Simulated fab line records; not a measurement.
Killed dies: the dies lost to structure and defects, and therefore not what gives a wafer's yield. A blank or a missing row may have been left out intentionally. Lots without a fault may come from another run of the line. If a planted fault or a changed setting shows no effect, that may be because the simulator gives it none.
Which tool was responsible? | flow sky130 | 42 wafers from 14 lots sampled at 6 of the route's 708 steps

WHAT EACH GAUGE READ, for each wafer
SKY_PWDE_OVL_MEAS_07.
lot  | measured    | on         | PWDE_OVL (nm)
L669 | day 4 00:29 | overlay-02 | 0.4 -1.6 0.0
L670 | day 4 09:24 | overlay-02 | -0.3 0.5 0.5
L672 | day 4 19:44 | overlay-02 | -0.4 0.3 -0.1
L673 | day 4 22:02 | overlay-01 | -0.9 -0.2 0.4
L675 | day 5 13:32 | overlay-02 | -3.9 -1.7 -1.8
L680 | day 6 16:41 | overlay-01 | -1.7 -2.7 -2.0
L681 | day 6 20:03 | overlay-01 | 2.1 1.6 1.3
L682 | day 7 01:33 | overlay-01 | -1.0 -1.6 -1.9
L683 | day 7 08:05 | overlay-02 | 0.6 1.6 -0.1
L684 | day 7 16:54 | overlay-01 | 1.9 1.3 -0.4
L686 | day 8 01:53 | overlay-01 | 3.1 2.9 -0.4
L688 | day 8 13:00 | overlay-01 | -2.0 -1.2 -1.3
L689 | day 8 15:44 | overlay-02 | -5.0 -1.5 -2.3
L691 | day 9 04:59 | overlay-02 | -0.3 0.4 0.5

SKY_VT_ADJUST_PCH_OVL_MEAS_07.
lot  | measured     | on         | VT_ADJUST_PCH_OVL (nm)
L669 | day 10 14:52 | overlay-02 | 0.2 -1.7 -1.2
L670 | day 11 01:51 | overlay-01 | -0.7 0.2 -1.0
L672 | day 11 17:11 | overlay-02 | - - -
L673 | day 11 18:44 | overlay-02 | - - -
L675 | day 12 16:17 | overlay-02 | -1.0 -1.6 -1.9
L680 | day 14 06:34 | overlay-02 | 0.8 0.4 0.5
L681 | day 14 10:06 | overlay-01 | -2.1 -1.8 -1.0
L682 | day 14 15:55 | overlay-01 | -1.3 -2.7 -1.8
L683 | day 15 01:20 | overlay-01 | -1.2 -2.3 -1.9
L684 | day 15 13:36 | overlay-01 | 1.4 -0.5 -2.3
L686 | day 16 00:17 | overlay-02 | -1.4 -0.7 0.3
L688 | day 16 15:53 | overlay-02 | 0.1 0.6 0.4
L689 | day 16 19:37 | overlay-02 | -0.9 0.2 0.5
L691 | day 17 14:32 | overlay-01 | -1.0 0.7 0.3

SKY_SONOS_TUNNEL_TW_MEAS_12.
lot  | measured     | on           | SONOS_TUNNEL_TW
L669 | day 11 14:55 | filmMetro-01 | 196.4 197.3 196.7
L670 | day 12 02:19 | filmMetro-02 | 198.0 197.5 197.1
L672 | day 12 17:13 | filmMetro-01 | 210.2 210.4 210.3
L673 | day 12 18:58 | filmMetro-01 | 209.5 209.7 210.2
L675 | day 13 18:11 | filmMetro-03 | 200.0 199.5 199.4
L680 | day 15 09:28 | filmMetro-03 | 200.7 201.3 201.4
L681 | day 15 13:37 | filmMetro-01 | 194.0 195.1 195.2
L682 | day 15 19:55 | filmMetro-02 | 198.1 197.5 197.6
L683 | day 16 04:27 | filmMetro-01 | 196.4 194.9 196.3
L684 | day 16 17:39 | filmMetro-03 | 201.1 200.2 200.2
L686 | day 17 05:34 | filmMetro-01 | 196.9 195.5 194.9
L688 | day 17 21:08 | filmMetro-02 | 198.8 197.5 198.2
L689 | day 18 00:52 | filmMetro-01 | 195.7 194.3 195.8
L691 | day 18 20:41 | filmMetro-01 | 195.6 195.8 196.1

SKY_POLY_GATE_THK_MEAS_01.
lot  | measured     | on           | POLY_GATE_CVD_00_THK (nm)
L669 | day 14 06:55 | filmMetro-03 | 179.8 178.4 179.0
L670 | day 14 19:37 | filmMetro-03 | 178.2 178.3 179.5
L672 | day 15 14:11 | filmMetro-04 | 180.0 180.5 181.0
L673 | day 15 14:08 | filmMetro-03 | 180.4 179.7 179.6
L675 | day 16 10:45 | filmMetro-03 | 176.8 178.9 177.9
L680 | day 18 08:37 | filmMetro-02 | 181.1 183.2 182.3
L681 | day 18 10:09 | filmMetro-02 | 177.8 179.4 180.2
L682 | day 18 19:16 | filmMetro-04 | 180.0 181.1 181.1
L683 | day 19 00:55 | filmMetro-04 | 178.4 178.3 178.8
L684 | day 19 17:57 | filmMetro-02 | 178.6 178.8 178.5
L686 | day 20 07:04 | filmMetro-02 | 178.2 177.9 178.6
L688 | day 20 23:18 | filmMetro-02 | 179.1 179.0 179.9
L689 | day 21 00:29 | filmMetro-03 | 179.4 180.1 180.4
L691 | day 21 21:19 | filmMetro-03 | 179.7 179.9 181.4

TOOL THAT RAN EACH LOT (tool first, then ch and the chambers of the sampled wafers, then the start)
lot  | SKY_FIELD_ISO_STRIP_16             | SKY_VT_ADJUST_PCH_COAT_02
L669 | plasmaAsher-03 ch 0,1, day 2 09:31 | lithoTrack-01 ch 0, day 10 04:31
L670 | plasmaAsher-03 ch 0,1, day 2 18:11 | lithoTrack-01 ch 0, day 10 14:02
L672 | plasmaAsher-02 ch 0,1, day 3 04:10 | lithoTrack-03, day 11 05:52
L673 | plasmaAsher-04 ch 0,1, day 3 06:37 | lithoTrack-01, day 11 06:56
L675 | plasmaAsher-02 ch 0,1, day 3 19:10 | lithoTrack-03 ch 0, day 12 04:52
L680 | plasmaAsher-04 ch 0,1, day 4 20:07 | lithoTrack-02 ch 0, day 13 16:49
L681 | plasmaAsher-02 ch 0,1, day 5 01:22 | lithoTrack-02 ch 0, day 13 20:25
L682 | plasmaAsher-04 ch 0,1, day 5 04:55 | lithoTrack-01 ch 0, day 14 03:07
L683 | plasmaAsher-02 ch 0,1, day 5 11:16 | lithoTrack-03 ch 0, day 14 12:13
L684 | plasmaAsher-04 ch 0,1, day 5 17:11 | lithoTrack-01 ch 0, day 14 23:32
L686 | plasmaAsher-03 ch 0,1, day 6 02:22 | lithoTrack-01 ch 0, day 15 11:46
L688 | plasmaAsher-02 ch 0,1, day 6 13:25 | lithoTrack-01 ch 0, day 16 00:58
L689 | plasmaAsher-02 ch 0,1, day 6 17:52 | lithoTrack-01 ch 0, day 16 04:26
L691 | plasmaAsher-03 ch 0,1, day 7 04:25 | lithoTrack-03 ch 0, day 16 23:34
- SKY_FIELD_ISO_STRIP_16: strips in O2/N2.
- SKY_VT_ADJUST_PCH_COAT_02: resist thk 3000 nm.

AS READ BY THE TOOLS THEMSELVES (means over the sampled wafers that have a number; for cases with no such wafer, the mark the record gives instead)
SKY_FIELD_ISO_STRIP_16.
lot  | tool           | drypumpMotorCurrentA (A) | o2FlowSccm (sccm) | oesProductAu (a.u.) | stripTimeToEndpointS (s)
L669 | plasmaAsher-03 | 5.7                      | 3005              | 0.379               | 3.54
L670 | plasmaAsher-03 | 5.3                      | 2995              | 0.372               | 3.54
L672 | plasmaAsher-02 | 4.8                      | 3002              | 0.377               | 3.54
L673 | plasmaAsher-04 | 5.3                      | 2994              | 0.377               | 3.53
L675 | plasmaAsher-02 | 4.8                      | 3000              | 0.375               | 3.52
L680 | plasmaAsher-04 | 5.4                      | 2997              | 0.378               | 3.56
L681 | plasmaAsher-02 | 4.8                      | 2999              | 0.380               | 3.52
L682 | plasmaAsher-04 | 5.3                      | 3002              | 0.385               | 3.56
L683 | plasmaAsher-02 | 4.9                      | 3009              | 0.377               | 3.53
L684 | plasmaAsher-04 | 5.4                      | 2999              | 0.378               | 3.49
L686 | plasmaAsher-03 | 5.7                      | 3002              | 0.374               | 3.53
L688 | plasmaAsher-02 | 4.8                      | 2995              | 0.375               | 3.53
L689 | plasmaAsher-02 | 4.8                      | 2991              | 0.381               | 3.52
L691 | plasmaAsher-03 | 5.8                      | 2999              | 0.374               | 3.53

SKY_VT_ADJUST_PCH_COAT_02.
lot  | tool          | chillPlateTempC (C) | dispensePressureKPa (kPa)
L669 | lithoTrack-01 | 23.06               | 47.2
L670 | lithoTrack-01 | 23.04               | 47.2
L672 | lithoTrack-03 | -                   | -
L673 | lithoTrack-01 | -                   | -
L675 | lithoTrack-03 | 22.91               | 49.4
L680 | lithoTrack-02 | 23.03               | 45.9
L681 | lithoTrack-02 | 22.99               | 45.9
L682 | lithoTrack-01 | 22.99               | 47.3
L683 | lithoTrack-03 | 23.09               | 49.4
L684 | lithoTrack-01 | 22.95               | 47.3
L686 | lithoTrack-01 | 23.05               | 47.3
L688 | lithoTrack-01 | 22.90               | 47.3
L689 | lithoTrack-01 | 22.98               | 47.3
L691 | lithoTrack-03 | 23.02               | 49.4

THE ANSWER, worked out from the rows above alone
Rule: the lots themselves supply what counts as usual. The widest of any qualifying gaps counts: lots, ordered by their means at a reading, are off when they make up no more than a third of the lots, leave a main group of 4 or more, and stand apart from it by 3 or more times the standard deviation of that group's means. A main group is skipped when, at the precision printed for the reading in the tables above, its means are all equal. Also off: a lot with no number at a reading for which 4 or more lots have one. Any other lot the step has rows for is counted as sound. After the gauges, taken in route order, come the tools' own readings; for these a lot's mean is taken, as printed above. The first step at which some lot is off is used, and at that step the reading that is off furthest; a lot without a number counts as furthest.
Off: at SKY_VT_ADJUST_PCH_OVL_MEAS_07 (VT_ADJUST_PCH_OVL), L672, L673. Without a number there: L672, L673. Main group: mean -0.7 nm, sd 0.82.
If a tool, at a process step before that reading, ran all the lots that are off and no sound lot after the first of them, it fits. Not tried: the gauges at SKY_VT_ADJUST_PCH_OVL_MEAS_07; whatever is off there is also off at SKY_SONOS_TUNNEL_TW_MEAS_12, on other tools, and gauge error can't account for it. No candidate that was tried fits.

WHAT HAD BEEN PUT IN BY THE SIMULATOR
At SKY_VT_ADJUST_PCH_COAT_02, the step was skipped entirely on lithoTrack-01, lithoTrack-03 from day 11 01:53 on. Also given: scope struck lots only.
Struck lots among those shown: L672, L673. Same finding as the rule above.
